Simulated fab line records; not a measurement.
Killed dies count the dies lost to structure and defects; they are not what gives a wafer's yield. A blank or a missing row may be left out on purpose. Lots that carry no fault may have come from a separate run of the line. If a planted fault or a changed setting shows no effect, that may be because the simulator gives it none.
Chamber matching -- flow gf180mcu -- rieDiel-04 running GF_M5_ETCH_09: 4 sister chambers
The step etches Si3N4 in CF4/O2, target depth 52 nm, time 11.6 s. 4 wafers are shown with their chamber, then 12 later ones without.

WAFERS PAIRED WITH THEIR CHAMBERS
wafer,chamber,oesProductAu (a.u.)
L087.5,2,1.009
L090.3,3,0.983
L091.5,1,1.001
L091.6,0,0.983

WAFERS WITH NO CHAMBER GIVEN
wafer,oesProductAu (a.u.)
L092.1,0.987
L092.2,0.999
L092.3,1.001
L092.4,0.986
L092.5,0.984
L092.6,0.995
L095.1,1.004
L095.2,0.986
L095.6,0.986
L097.1,0.997
L097.4,0.995
L097.5,0.996

THE CHAMBER EACH PASSED THROUGH
wafer,from the rows above,in truth
L092.1,can't be placed: 0 or 3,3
L092.2,1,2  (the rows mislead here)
L092.3,1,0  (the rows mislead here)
L092.4,can't be placed: 0 or 3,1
L092.5,can't be placed: 0 or 3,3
L092.6,can't be placed: 1 or 0 or 3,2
L095.1,can't be placed: 1 or 2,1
L095.2,can't be placed: 0 or 3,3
L095.6,can't be placed: 0 or 3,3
L097.1,1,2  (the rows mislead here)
L097.4,can't be placed: 1 or 0 or 3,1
L097.5,1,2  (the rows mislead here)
Correctly placed: 0 of 12. From these rows, 8 cannot be placed; in 6 the true chamber is one of the candidates. 4 placed wrongly.
How it was worked out, from the rows above alone: a wafer's distance from a chamber is the root of the sum, over the readings, of the square of ((its reading less the chamber's mean) divided by the reading's scatter). The wafer belongs to the nearest chamber; if the next one is less than 2 further off, it can't be placed. Each chamber's mean is taken over the wafers shown for it. The scatter: root of mean squared gap, hidden wafer to nearest shown wafer, with one shown wafer a chamber.
